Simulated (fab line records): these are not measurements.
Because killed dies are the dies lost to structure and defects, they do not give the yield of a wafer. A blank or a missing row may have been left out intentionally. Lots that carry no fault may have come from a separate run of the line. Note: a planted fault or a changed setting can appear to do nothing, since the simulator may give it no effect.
fab line records ; flow sky130
record: lots: 12; wafers: 36; last_day: 50
route steps=708 shown SD_P@331 SD_N@354 LI_CONTACT@371 PAD_OPEN@708
lots with no fault: from the same line, run without faults
start_h: start of the lot's first displayed wafer, in hours after the record's first day ; wait_h: hours from the lot's prior step to this one ; " repeats the value in the row above ; L1.1+2: several wafers, shown together as one row ; - no value, or no start given ; * or withheld: withheld ; < > ~ a bound
route shown NAME@n: NAME is a module with steps in the file, n the number in the route of the first one ; usual: average and standard deviation across the fault-free wafers ; same: alike in all rows ; chamber/n: place in a boat ; sites: each site's reading ; _std_site: standard deviation of those values ; _edge_site: outer sites' mean less inner sites' ; radius_mm: how far each site lies from the wafer's centre ; mask NAME#n: copy n ; behind: tool/chamber where the wafer was last shaped ; hold: why the lot went on hold/how many hours it stayed there/how the hold came to an end ; device: which transistor (n, p or np) failed to switch ; end of line: at the end of the route, the tests of the same wafers ; a step given without rows: its recipe and nothing more ; killed: at the first sort, the dies lost to defects and structure; wafer yield is something else ; map: shows each die of a wafer: x if killed, . if not, _ if none is there
set.NAME: setting as actually run; set.NAME@STEP: the setting as run at that earlier step ; model.NAME: the simulator's own value behind a step, which no gauge read
one table for each step of the route and one row for each wafer, over a sample of lots
services: from which hour (start_h, from the record's first day; less than 0 if before it) a tool's chamber was out of use, for how many hours, and why
== steps ==
step: SKY_SD_P_TW_MEAS_11
usual: SD_P_TW: 2838/24
lot.wafer;tool;chamber;start_h;wait_h;SD_P_TW
L646.2;film_metro-01;-;598.84;0.1;2853
L646.5;film_metro-01;-;598.84;0.1;2851
L646.6;film_metro-01;-;598.84;0.1;2865
L648.3;film_metro-01;-;616.33;0.1;2864
L648.5;film_metro-01;-;616.33;0.1;2860
L648.6;film_metro-01;-;616.33;0.1;2861
L649.2;film_metro-01;-;622.83;0.1;2858
L649.3;film_metro-01;-;622.83;0.1;2875
L649.6;film_metro-01;-;622.83;0.1;2853
L650.1;film_metro-01;-;636.72;0.1;2845
L650.3;film_metro-01;-;636.72;0.1;2844
L650.5;film_metro-01;-;636.72;0.1;2838
L651.3;film_metro-03;-;649.29;0.1;2821
L651.4;film_metro-03;-;649.29;0.1;2825
L651.5;film_metro-03;-;649.29;0.1;2845
L652.2;film_metro-01;-;659.08;0.1;2879
L652.4;film_metro-01;-;659.08;0.1;2877
L652.5;film_metro-01;-;659.08;0.1;2874
L657.1;film_metro-03;-;695.11;0.1;2816
L657.3;film_metro-03;-;695.11;0.1;2804
L657.5;film_metro-03;-;695.11;0.1;2821
L662.2;film_metro-02;-;736.48;0.1;2837
L662.5;film_metro-02;-;736.48;0.1;2828
L662.6;film_metro-02;-;736.48;0.1;2793
L663.1;film_metro-01;-;745.51;0.1;2869
L663.3;film_metro-01;-;745.51;0.1;2852
L663.5;film_metro-01;-;745.51;0.1;2857
L665.1;film_metro-03;-;758.82;0.1;2848
L665.2;film_metro-03;-;758.82;0.1;2831
L665.6;film_metro-03;-;758.82;0.1;2825
L667.1;film_metro-01;-;776.67;0.1;2862
L667.4;film_metro-01;-;776.67;0.1;2890
L667.6;film_metro-01;-;776.67;0.1;2872
L668.1;film_metro-03;-;780.51;0.1;2822
L668.2;film_metro-03;-;780.51;0.1;2805
L668.6;film_metro-03;-;780.51;0.1;2802
step: SKY_SD_N_TW_MEAS_12
usual: SD_N_TW: 3989/35
lot.wafer;tool;chamber;start_h;wait_h;SD_N_TW
L646.2;film_metro-03;-;657.43;0.1;3988
L646.5;film_metro-03;-;657.43;0.1;3995
L646.6;film_metro-03;-;657.43;0.1;4006
L648.3;film_metro-03;-;674.94;0.1;4006
L648.5;film_metro-03;-;674.94;0.1;3989
L648.6;film_metro-03;-;674.94;0.1;3994
L649.2;film_metro-02;-;682.28;0.1;3969
L649.3;film_metro-02;-;682.28;0.1;3960
L649.6;film_metro-02;-;682.28;0.1;3967
L650.1;film_metro-02;-;695.56;0.1;3977
L650.3;film_metro-02;-;695.56;0.1;3991
L650.5;film_metro-02;-;695.56;0.1;3989
L651.3;film_metro-02;-;711.48;0.1;3946
L651.4;film_metro-02;-;711.48;0.1;3938
L651.5;film_metro-02;-;711.48;0.1;3950
L652.2;film_metro-03;-;716.88;0.1;3964
L652.4;film_metro-03;-;716.88;0.1;3992
L652.5;film_metro-03;-;716.88;0.1;4015
L657.1;film_metro-01;-;750.77;0.1;4039
L657.3;film_metro-01;-;750.77;0.1;4037
L657.5;film_metro-01;-;750.77;0.1;4032
L662.2;film_metro-01;-;791.72;0.1;4026
L662.5;film_metro-01;-;791.72;0.1;4042
L662.6;film_metro-01;-;791.72;0.1;4045
L663.1;film_metro-03;-;800.27;0.1;3921
L663.3;film_metro-03;-;800.27;0.1;3928
L663.5;film_metro-03;-;800.27;0.1;3938
L665.1;film_metro-03;-;812.62;0.1;3968
L665.2;film_metro-03;-;812.62;0.1;3966
L665.6;film_metro-03;-;812.62;0.1;3953
L667.1;film_metro-02;-;830.82;0.1;3983
L667.4;film_metro-02;-;830.82;0.1;3991
L667.6;film_metro-02;-;830.82;0.1;3979
L668.1;film_metro-02;-;833.99;0.1;3984
L668.2;film_metro-02;-;833.99;0.1;3983
L668.6;film_metro-02;-;833.99;0.1;3956
step: SKY_LI_CONTACT_EXPOSE_09
recipe: mask_id: LICM1; na: 0.8; source_shape: annular; sigma_inner: 0.55; sigma_outer: 0.85; target_cd_nm: 170; dose_mj: 38
usual: stage_vel_mm_s: 500.07/0.23
lot.wafer;tool;chamber;start_h;wait_h;mask;stage_vel_mm_s
L646.2;krf_scanner-01;0;673.38;-;LICM1#0;500.19
L646.5;krf_scanner-01;0;673.38;-;LICM1#0;499.84
L646.6;krf_scanner-01;0;673.38;-;LICM1#0;500.04
L648.3;krf_scanner-01;0;691.01;-;LICM1#0;500.01
L648.5;krf_scanner-01;0;691.01;-;LICM1#0;499.76
L648.6;krf_scanner-01;0;691.01;-;LICM1#0;499.88
L649.2;krf_scanner-01;0;697.83;-;LICM1#0;500.36
L649.3;krf_scanner-01;0;697.83;-;LICM1#0;500.07
L649.6;krf_scanner-01;0;697.83;-;LICM1#0;500.22
L650.1;krf_scanner-02;0;710.44;-;LICM1#0;500.12
L650.3;krf_scanner-02;0;710.44;-;LICM1#0;500.10
L650.5;krf_scanner-02;0;710.44;-;LICM1#0;500.29
L651.3;krf_scanner-02;0;725.95;-;LICM1#0;499.57
L651.4;krf_scanner-02;0;725.95;-;LICM1#0;499.74
L651.5;krf_scanner-02;0;725.95;-;LICM1#0;499.93
L652.2;krf_scanner-02;0;731.98;-;LICM1_R1#0;500.16
L652.4;krf_scanner-02;0;731.98;-;LICM1_R1#0;500.38
L652.5;krf_scanner-02;0;731.98;-;LICM1_R1#0;500.25
L657.1;krf_scanner-02;0;766.09;-;LICM1#0;500.28
L657.3;krf_scanner-02;0;766.09;-;LICM1#0;499.96
L657.5;krf_scanner-02;0;766.09;-;LICM1#0;500.04
L662.2;krf_scanner-02;0;806.14;-;LICM1#0;500.05
L662.5;krf_scanner-02;0;806.14;-;LICM1#0;500.41
L662.6;krf_scanner-02;0;806.14;-;LICM1#0;500.38
L663.1;krf_scanner-02;0;814.61;-;LICM1#0;500.16
L663.3;krf_scanner-02;0;814.61;-;LICM1#0;499.83
L663.5;krf_scanner-02;0;814.61;-;LICM1#0;500.22
L665.1;krf_scanner-02;0;827.36;-;LICM1#0;500.18
L665.2;krf_scanner-02;0;827.36;-;LICM1#0;499.84
L665.6;krf_scanner-02;0;827.36;-;LICM1#0;500.17
L667.1;krf_scanner-02;0;844.47;-;LICM1#0;500.03
L667.4;krf_scanner-02;0;844.47;-;LICM1#0;500.07
L667.6;krf_scanner-02;0;844.47;-;LICM1#0;499.90
L668.1;krf_scanner-02;0;848.36;-;LICM1#0;500.30
L668.2;krf_scanner-02;0;848.36;-;LICM1#0;499.62
L668.6;krf_scanner-02;0;848.36;-;LICM1#0;500.29
step: SKY_LI_CONTACT_CD_MEAS_12
recipe: target_cd_nm: 170
usual: cd_nm: 170.0/1.3
lot.wafer;tool;chamber;start_h;wait_h;hold;cd_nm
L646.2;cd_sem-01;-;687.49;-;-;171.8
L646.5;cd_sem-01;-;687.49;-;-;170.7
L646.6;cd_sem-01;-;687.49;-;-;171.8
L648.3;cd_sem-01;-;704.75;-;-;169.1
L648.5;cd_sem-01;-;704.75;-;-;169.1
L648.6;cd_sem-01;-;704.75;-;-;169.4
L649.2;cd_sem-01;-;711.18;-;-;171.0
L649.3;cd_sem-01;-;711.18;-;-;170.0
L649.6;cd_sem-01;-;711.18;-;-;171.0
L650.1;cd_sem-02;-;723.37;-;-;169.1
L650.3;cd_sem-02;-;723.37;-;-;169.9
L650.5;cd_sem-02;-;723.37;-;-;168.1
L651.3;cd_sem-02;-;740.80;-;-;169.2
L651.4;cd_sem-02;-;740.80;-;-;170.3
L651.5;cd_sem-02;-;740.80;-;-;169.3
L652.2;cd_sem-02;-;746.23;-;await_dispo/0.2h/release;135.7
L652.4;cd_sem-02;-;746.23;-;await_dispo/0.2h/release;136.7
L652.5;cd_sem-02;-;746.23;-;await_dispo/0.2h/release;136.8
L652.2;cd_sem-02;-;746.52;0.3;-;135.7
L652.4;cd_sem-02;-;746.52;0.3;-;136.2
L652.5;cd_sem-02;-;746.52;0.3;-;136.5
L657.1;cd_sem-01;-;779.02;-;-;167.7
L657.3;cd_sem-01;-;779.02;-;-;168.2
L657.5;cd_sem-01;-;779.02;-;-;168.3
L662.2;cd_sem-02;-;819.03;-;-;169.5
L662.5;cd_sem-02;-;819.03;-;-;169.8
L662.6;cd_sem-02;-;819.03;-;-;169.8
L663.1;cd_sem-02;-;827.51;-;-;169.2
L663.3;cd_sem-02;-;827.51;-;-;169.6
L663.5;cd_sem-02;-;827.51;-;-;167.9
L665.1;cd_sem-01;-;839.91;-;-;171.9
L665.2;cd_sem-01;-;839.91;-;-;171.5
L665.6;cd_sem-01;-;839.91;-;-;171.3
L667.1;cd_sem-01;-;857.87;-;-;170.2
L667.4;cd_sem-01;-;857.87;-;-;170.4
L667.6;cd_sem-01;-;857.87;-;-;170.9
L668.1;cd_sem-01;-;861.46;-;-;172.3
L668.2;cd_sem-01;-;861.46;-;-;173.2
L668.6;cd_sem-01;-;861.46;-;-;174.2
step: SKY_LI_CONTACT_CVD_21
recipe: material: W; target_thk_nm: 400; time_s: 120.56; temp_c: 400; pressure_torr: 40
usual: heater_power_w: 860/52
lot.wafer;tool;chamber;start_h;wait_h;heater_power_w
L646.2;cvd_w-01;0;688.20;0.0;856
L646.5;cvd_w-01;1;688.20;0.0;919
L646.6;cvd_w-01;0;688.20;0.0;841
L648.3;cvd_w-01;0;705.49;0.1;864
L648.5;cvd_w-01;0;705.49;0.1;867
L648.6;cvd_w-01;1;705.49;0.1;912
L649.2;cvd_w-02;0;711.91;0.0;771
L649.3;cvd_w-02;1;711.91;0.0;879
L649.6;cvd_w-02;0;711.91;0.0;761
L650.1;cvd_w-01;0;724.08;0.0;854
L650.3;cvd_w-01;0;724.08;0.0;854
L650.5;cvd_w-01;1;724.08;0.0;935
L651.3;cvd_w-01;1;741.54;0.1;899
L651.4;cvd_w-01;0;741.54;0.1;852
L651.5;cvd_w-01;0;741.54;0.1;841
L652.2;cvd_w-02;1;750.08;0.0;870
L652.4;cvd_w-02;0;750.08;0.0;767
L652.5;cvd_w-02;0;750.08;0.0;778
L657.1;cvd_w-02;1;779.73;0.0;909
L657.3;cvd_w-02;0;779.73;0.0;758
L657.5;cvd_w-02;1;779.73;0.0;882
L662.2;cvd_w-02;0;819.73;0.0;775
L662.5;cvd_w-02;0;819.73;0.0;770
L662.6;cvd_w-02;1;819.73;0.0;894
L663.1;cvd_w-02;1;828.23;0.0;850
L663.3;cvd_w-02;0;828.23;0.0;777
L663.5;cvd_w-02;0;828.23;0.0;793
L665.1;cvd_w-01;1;840.65;0.0;930
L665.2;cvd_w-01;0;840.65;0.0;871
L665.6;cvd_w-01;1;840.65;0.0;916
L667.1;cvd_w-01;1;858.58;0.0;942
L667.4;cvd_w-01;1;858.58;0.0;899
L667.6;cvd_w-01;1;858.58;0.0;895
L668.1;cvd_w-02;1;862.18;0.0;874
L668.2;cvd_w-02;1;862.18;0.0;920
L668.6;cvd_w-02;1;862.18;0.0;890
step: SKY_PAD_OPEN_PROBE_99
usual: killed_at_M0_to_M3: 43/5.9; killed_at_M4_up: 2.9/1.5; killed_at_contacts: 24/5; killed_at_front_end: 15/4.8; killed_at_other: 0.2/0.5; killed_dies: 86/9.3; killed_on_rim: 17/4.1; killed_open: 47/7.1; killed_short: 38/6.3
same: gross_dies: 492; killed_at_back_side: 0
lot.wafer;tool;chamber;start_h;wait_h;hold;killed_at_M0_to_M3;killed_at_M4_up;killed_at_contacts;killed_at_front_end;killed_at_other;killed_dies;killed_on_rim;killed_open;killed_short
L646.2;prober-02;-;1090.42;0.1;-;50;2;23;14;0;89;23;58;31
L646.5;prober-02;-;1090.57;0.2;-;35;5;25;13;1;79;21;42;37
L646.6;prober-02;-;1090.62;0.2;-;47;6;19;18;0;90;18;48;42
L648.3;prober-02;-;1098.78;0.2;-;52;4;24;12;1;93;20;49;44
L648.5;prober-02;-;1098.88;0.2;-;41;1;28;16;0;86;20;39;47
L648.6;prober-02;-;1098.93;0.2;-;53;2;27;9;0;91;19;47;44
L649.2;prober-01;-;1101.79;0.1;-;37;1;18;23;1;80;14;43;37
L649.3;prober-01;-;1101.84;0.2;-;39;4;21;19;0;83;12;44;39
L649.6;prober-01;-;1101.99;0.2;-;46;3;19;18;0;86;18;50;36
L650.1;prober-02;-;1112.70;0.1;-;44;3;28;14;1;90;18;46;44
L650.3;prober-02;-;1112.80;0.2;-;34;3;25;25;0;87;23;47;40
L650.5;prober-02;-;1112.90;0.2;-;46;2;23;17;0;88;25;47;41
L651.3;prober-01;-;1128.75;0.2;-;51;0;25;19;0;95;18;42;53
L651.4;prober-01;-;1128.80;0.2;-;44;4;33;14;0;95;13;51;44
L651.5;prober-01;-;1128.85;0.2;-;54;3;26;11;0;94;20;56;38
L652.2;prober-02;-;1131.78;0.1;await_dispo/1.0h/scrap;43;4;340;18;1;406;87;49;44
L652.4;prober-02;-;1131.88;0.2;await_dispo/1.0h/scrap;37;3;295;18;0;353;86;39;36
L652.5;prober-02;-;1131.93;0.2;await_dispo/1.0h/scrap;40;4;342;12;0;398;90;45;44
L657.1;prober-01;-;1154.49;0.1;-;49;7;28;9;0;93;7;55;38
L657.3;prober-01;-;1154.59;0.2;-;46;2;28;13;0;89;19;47;42
L657.5;prober-01;-;1154.69;0.2;-;42;5;12;16;0;75;15;43;32
L662.2;prober-01;-;1183.57;0.1;-;34;0;27;15;0;76;15;42;34
L662.5;prober-01;-;1183.72;0.2;-;49;4;25;14;1;93;15;47;46
L662.6;prober-01;-;1183.77;0.2;-;44;1;24;18;0;87;18;46;41
L663.1;prober-02;-;1188.99;0.1;-;27;3;26;6;2;64;15;40;24
L663.3;prober-02;-;1189.09;0.2;-;35;3;23;11;0;72;13;41;31
L663.5;prober-02;-;1189.19;0.2;-;36;5;35;25;0;101;19;47;54
L665.1;prober-02;-;1194.82;0.1;-;43;4;29;13;0;89;16;61;28
L665.2;prober-02;-;1194.87;0.1;-;41;1;22;13;0;77;13;37;40
L665.6;prober-02;-;1195.07;0.2;-;35;2;28;11;0;76;15;48;28
L667.1;prober-02;-;1208.84;0.1;-;42;3;26;17;1;89;13;51;38
L667.4;prober-02;-;1208.99;0.2;-;39;1;25;18;1;84;24;47;37
L667.6;prober-02;-;1209.09;0.2;-;40;3;27;13;0;83;12;41;42
L668.1;prober-01;-;1209.08;0.1;-;50;5;21;13;0;89;23;51;38
L668.2;prober-01;-;1209.13;0.1;-;41;5;30;16;0;92;17;58;34
L668.6;prober-01;-;1209.33;0.2;-;43;4;23;10;1;81;14;41;40
killed by level:class
L646.2 VIA1:geometric_particle:open=15 CONTACT:geometric_particle:open=10 VIA2:geometric_particle:open=10 VIA3:geometric_particle:open=7 CONTACT:geometric_particle:short=5 FIELD_ISO:geometric_particle:open=4 METAL1:geometric_particle:short=4 METAL2:geometric_particle:short=4
L646.5 CONTACT:geometric_particle:open=8 VIA2:geometric_particle:open=7 LI_CONTACT:geometric_particle:open=6 FIELD_ISO:geometric_particle:short=5 METAL1:geometric_particle:short=5 METAL2:geometric_particle:open=5 LOCAL_INTERCONNECT:geometric_particle:short=4 VIA1:geometric_particle:open=4
L646.6 VIA1:geometric_particle:open=13 FIELD_ISO:geometric_particle:open=6 VIA1:geometric_particle:short=6 CONTACT:geometric_particle:open=6 METAL2:geometric_particle:short=6 VIA3:geometric_particle:open=6 POLY_GATE:geometric_particle:short=4 LI_CONTACT:geometric_particle:short=4
L648.3 VIA1:geometric_particle:open=14 VIA3:geometric_particle:open=8 VIA2:geometric_particle:open=7 LI_CONTACT:geometric_particle:open=6 METAL3:geometric_particle:short=6 CONTACT:geometric_particle:open=6 LI_CONTACT:geometric_particle:short=5 VIA1:geometric_particle:short=5
L648.5 CONTACT:geometric_particle:open=12 VIA1:geometric_particle:short=8 METAL2:geometric_particle:short=7 VIA1:geometric_particle:open=7 LI_CONTACT:geometric_particle:open=6 FIELD_ISO:geometric_particle:short=5 CONTACT:geometric_particle:short=5 METAL1:geometric_particle:open=5
L648.6 CONTACT:geometric_particle:open=13 METAL2:geometric_particle:short=8 METAL1:geometric_particle:short=8 LI_CONTACT:geometric_particle:open=7 VIA1:geometric_particle:open=7 VIA1:geometric_particle:short=7 VIA3:geometric_particle:open=7 VIA3:geometric_particle:short=6
L649.2 POLY_GATE:geometric_particle:short=11 CONTACT:geometric_particle:open=9 METAL2:geometric_particle:short=8 VIA1:geometric_particle:open=6 VIA3:geometric_particle:open=6 VIA2:geometric_particle:open=6 LI_CONTACT:geometric_particle:short=4 METAL1:geometric_particle:short=4
L649.3 CONTACT:geometric_particle:open=11 METAL2:geometric_particle:short=8 POLY_GATE:geometric_particle:short=7 VIA1:geometric_particle:open=7 VIA3:geometric_particle:open=6 POLY_GATE:geometric_particle:open=5 LI_CONTACT:geometric_particle:short=4 LI_CONTACT:geometric_particle:open=4
L649.6 VIA3:geometric_particle:open=11 METAL1:geometric_particle:short=11 LI_CONTACT:geometric_particle:open=9 VIA2:geometric_particle:open=7 POLY_GATE:geometric_particle:open=6 CONTACT:geometric_particle:open=5 VIA1:geometric_particle:open=5 FIELD_ISO:geometric_particle:short=4
L650.1 VIA1:geometric_particle:open=14 CONTACT:geometric_particle:open=10 FIELD_ISO:geometric_particle:short=8 LI_CONTACT:geometric_particle:open=7 CONTACT:geometric_particle:short=7 METAL2:geometric_particle:short=5 VIA2:geometric_particle:short=5 VIA1:geometric_particle:short=4
L650.3 LI_CONTACT:geometric_particle:open=11 FIELD_ISO:geometric_particle:short=8 FIELD_ISO:geometric_particle:open=8 VIA3:geometric_particle:open=8 VIA1:geometric_particle:open=7 CONTACT:geometric_particle:short=5 METAL1:geometric_particle:short=5 POLY_GATE:geometric_particle:short=4
L650.5 VIA1:geometric_particle:open=11 VIA3:geometric_particle:open=9 LOCAL_INTERCONNECT:geometric_particle:short=8 LI_CONTACT:geometric_particle:open=6 FIELD_ISO:geometric_particle:open=5 METAL2:geometric_particle:short=5 POLY_GATE:geometric_particle:open=4 POLY_GATE:geometric_particle:short=4
L651.3 VIA1:geometric_particle:open=14 VIA1:geometric_particle:short=11 METAL1:geometric_particle:short=9 LI_CONTACT:geometric_particle:open=7 CONTACT:geometric_particle:open=7 METAL2:geometric_particle:short=6 SPACER:geometric_particle:short=5 LOCAL_INTERCONNECT:geometric_particle:short=5
L651.4 LI_CONTACT:geometric_particle:open=12 CONTACT:geometric_particle:open=12 VIA1:geometric_particle:open=11 METAL1:geometric_particle:short=11 VIA1:geometric_particle:short=6 VIA3:geometric_particle:open=6 POLY_GATE:geometric_particle:short=5 LOCAL_INTERCONNECT:geometric_particle:short=4
L651.5 VIA1:geometric_particle:open=18 LI_CONTACT:geometric_particle:open=9 CONTACT:geometric_particle:open=9 METAL1:geometric_particle:short=7 VIA1:geometric_particle:short=7 VIA2:geometric_particle:open=6 FIELD_ISO:geometric_particle:open=5 METAL3:geometric_particle:short=5
L652.2 LI_CONTACT:area_expose=313 VIA1:geometric_particle:open=10 LI_CONTACT:geometric_particle:open=10 METAL2:geometric_particle:short=9 VIA3:geometric_particle:open=7 FIELD_ISO:geometric_particle:open=6 CONTACT:geometric_particle:open=6 POLY_GATE:geometric_particle:open=5
L652.4 LI_CONTACT:area_expose=278 VIA1:geometric_particle:short=7 FIELD_ISO:geometric_particle:open=6 LI_CONTACT:geometric_particle:open=6 VIA2:geometric_particle:open=6 CONTACT:geometric_particle:open=5 METAL1:geometric_particle:short=5 VIA1:geometric_particle:open=5
L652.5 LI_CONTACT:area_expose=309 LI_CONTACT:geometric_particle:open=10 LOCAL_INTERCONNECT:geometric_particle:short=10 CONTACT:geometric_particle:open=10 METAL1:geometric_particle:short=9 VIA1:geometric_particle:open=9 METAL2:geometric_particle:short=7 FIELD_ISO:geometric_particle:short=5
L657.1 CONTACT:geometric_particle:open=15 VIA1:geometric_particle:open=13 VIA2:geometric_particle:open=8 METAL2:geometric_particle:short=6 VIA3:geometric_particle:open=6 METAL1:geometric_particle:short=5 VIA1:geometric_particle:short=5 LI_CONTACT:geometric_particle:open=4
L657.3 VIA1:geometric_particle:open=11 CONTACT:geometric_particle:short=8 VIA3:geometric_particle:open=7 CONTACT:geometric_particle:open=7 VIA2:geometric_particle:open=7 VIA1:geometric_particle:short=6 LI_CONTACT:geometric_particle:open=5 METAL2:geometric_particle:short=5
L657.5 VIA1:geometric_particle:open=11 VIA3:geometric_particle:open=8 VIA1:geometric_particle:short=5 FIELD_ISO:geometric_particle:short=4 FIELD_ISO:geometric_particle:open=4 CONTACT:geometric_particle:open=4 VIA2:geometric_particle:short=4 SPACER:geometric_particle:open=3
L662.2 CONTACT:geometric_particle:open=8 LI_CONTACT:geometric_particle:open=6 METAL1:geometric_particle:short=6 POLY_GATE:geometric_particle:open=5 VIA1:geometric_particle:short=5 VIA1:geometric_particle:open=5 LOCAL_INTERCONNECT:geometric_particle:short=4 METAL2:geometric_particle:short=4
L662.5 VIA1:geometric_particle:open=13 LI_CONTACT:geometric_particle:open=9 VIA2:geometric_particle:open=7 METAL1:geometric_particle:short=6 CONTACT:geometric_particle:open=5 VIA1:geometric_particle:short=5 METAL3:geometric_particle:short=5 LOCAL_INTERCONNECT:geometric_particle:short=4
L662.6 VIA1:geometric_particle:open=10 FIELD_ISO:geometric_particle:open=7 CONTACT:geometric_particle:short=7 CONTACT:geometric_particle:open=7 VIA2:geometric_particle:open=6 LOCAL_INTERCONNECT:geometric_particle:short=5 METAL2:geometric_particle:short=5 POLY_GATE:geometric_particle:open=4
L663.1 CONTACT:geometric_particle:open=12 LI_CONTACT:geometric_particle:open=10 VIA1:geometric_particle:open=5 VIA2:geometric_particle:open=5 METAL1:geometric_particle:short=3 VIA1:geometric_particle:short=3 METAL2:geometric_particle:short=3 VIA2:geometric_particle:short=3
L663.3 VIA1:geometric_particle:open=9 LI_CONTACT:geometric_particle:open=9 METAL2:geometric_particle:short=6 VIA3:geometric_particle:open=6 CONTACT:geometric_particle:open=5 CONTACT:geometric_particle:short=5 FIELD_ISO:geometric_particle:open=4 VIA1:geometric_particle:short=4
L663.5 LI_CONTACT:geometric_particle:open=14 LOCAL_INTERCONNECT:geometric_particle:short=10 POLY_GATE:geometric_particle:short=5 POLY_GATE:geometric_particle:open=5 SPACER:geometric_particle:open=5 VIA1:geometric_particle:short=5 CONTACT:geometric_particle:open=5 METAL1:geometric_particle:short=5
L665.1 VIA1:geometric_particle:open=14 CONTACT:geometric_particle:open=12 LI_CONTACT:geometric_particle:open=8 CONTACT:geometric_particle:short=8 VIA2:geometric_particle:open=8 FIELD_ISO:geometric_particle:open=4 METAL2:geometric_particle:short=4 METAL3:geometric_particle:open=4
L665.2 METAL2:geometric_particle:short=9 VIA1:geometric_particle:open=8 METAL1:geometric_particle:short=6 LI_CONTACT:geometric_particle:open=5 LOCAL_INTERCONNECT:geometric_particle:short=5 CONTACT:geometric_particle:open=5 VIA2:geometric_particle:open=5 CONTACT:geometric_particle:short=4
L665.6 CONTACT:geometric_particle:open=20 VIA1:geometric_particle:open=8 METAL1:geometric_particle:short=5 VIA2:geometric_particle:open=5 VIA3:geometric_particle:open=5 VIA2:geometric_particle:short=4 POLY_GATE:geometric_particle:short=3 LI_CONTACT:geometric_particle:open=3
L667.1 VIA1:geometric_particle:open=10 POLY_GATE:geometric_particle:open=9 CONTACT:geometric_particle:open=7 VIA2:geometric_particle:open=7 LOCAL_INTERCONNECT:geometric_particle:short=6 LI_CONTACT:geometric_particle:open=5 CONTACT:geometric_particle:short=5 METAL2:geometric_particle:open=5
L667.4 CONTACT:geometric_particle:open=10 FIELD_ISO:geometric_particle:open=8 VIA1:geometric_particle:open=8 VIA1:geometric_particle:short=6 CONTACT:geometric_particle:short=6 LI_CONTACT:geometric_particle:open=5 VIA3:geometric_particle:open=5 POLY_GATE:geometric_particle:short=4
L668.1 VIA1:geometric_particle:open=16 VIA2:geometric_particle:open=11 METAL2:geometric_particle:short=7 LI_CONTACT:geometric_particle:open=6 CONTACT:geometric_particle:open=6 METAL1:geometric_particle:short=5 VIA3:geometric_particle:short=4 FIELD_ISO:geometric_particle:short=3
L667.6 CONTACT:geometric_particle:open=10 METAL1:geometric_particle:short=6 VIA1:geometric_particle:open=6 VIA2:geometric_particle:open=6 POLY_GATE:geometric_particle:open=5 LOCAL_INTERCONNECT:geometric_particle:short=5 CONTACT:geometric_particle:short=5 METAL2:geometric_particle:short=5
L668.2 CONTACT:geometric_particle:open=12 VIA1:geometric_particle:open=11 LI_CONTACT:geometric_particle:open=9 VIA2:geometric_particle:open=8 FIELD_ISO:geometric_particle:short=5 METAL1:geometric_particle:short=5 CONTACT:geometric_particle:short=5 VIA3:geometric_particle:open=5
L668.6 VIA1:geometric_particle:open=9 LI_CONTACT:geometric_particle:open=7 VIA1:geometric_particle:short=5 VIA3:geometric_particle:open=5 VIA3:geometric_particle:short=5 POLY_GATE:geometric_particle:short=4 CONTACT:geometric_particle:short=4 LOCAL_INTERCONNECT:geometric_particle:short=4
== services ==
tool;chamber;start_h;hours;kind
krf_scanner-01;-;651.93;1.0;pm
krf_scanner-02;-;663.24;0.8;pm
krf_scanner-01;-;664.50;0.8;pm
krf_scanner-01;-;668.11;1.3;pm
krf_scanner-02;-;688.18;1.3;pm
krf_scanner-02;-;689.48;1.0;pm
cvd_w-02;-;691.18;0.6;repair
krf_scanner-02;-;694.53;4.0;pm
cvd_w-02;-;704.63;2.8;pm
krf_scanner-02;-;798.12;0.9;repair
krf_scanner-01;-;820.93;1.0;pm
cvd_w-02;1;824.19;3.3;repair
krf_scanner-01;-;825.73;0.2;repair
krf_scanner-01;-;829.45;18.9;repair
cvd_w-02;-;833.03;6.0;pm
krf_scanner-02;-;834.77;0.8;repair
krf_scanner-02;-;848.48;0.8;pm
krf_scanner-01;-;849.25;0.8;pm
krf_scanner-01;-;850.00;1.3;pm
cvd_w-02;0;853.35;9.1;repair
krf_scanner-02;-;858.10;1.0;pm
== key ==
first_sign: step: SKY_LI_CONTACT_EXPOSE_09; reading: mask; direction: changed
effect: step: SKY_LI_CONTACT_CD_MEAS_12; reading: visit; direction: added
effect: step: SKY_LI_CONTACT_CD_MEAS_12; reading: cd_nm; direction: down; sigmas: 25; usual: 170.0; struck: 136.4
effect: step: SKY_PAD_OPEN_PROBE_99; reading: killed_at_contacts; direction: up; sigmas: 60; usual: 24; struck: 326
more_kills_born_at: SKY_LI_CONTACT_EXPOSE_09@krf_scanner-02: 900
met_at SKY_LI_CONTACT_EXPOSE_09
struck_lots L652
later_rows_left_out L652.2,L652.4,L652.5
tester_left_out L652
not_acting_at SKY_SD_P_TW_MEAS_11,SKY_SD_N_TW_MEAS_12,SKY_LI_CONTACT_CVD_21
onset_between 725.95 731.98
fault: kind: wrong_mask; tool: any; chamber: -; onset_h: 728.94; steps: SKY_LI_CONTACT_EXPOSE_09; aux_copy: LICM1_R1#0; cd_offset_nm: -34; scope: struck_lots_only
tester_left_out: of these lots the tester's yield and bins aren't shown, on N5 and GAA mostly nor the transistor test; their killed dies are dies lost to structure and defects alone, not to doping, threshold or leakage, so they don't give the yield
later_rows_left_out: the simulator's readings of these wafers behind a module that went badly wrong aren't trusted and aren't shown, but for the sort
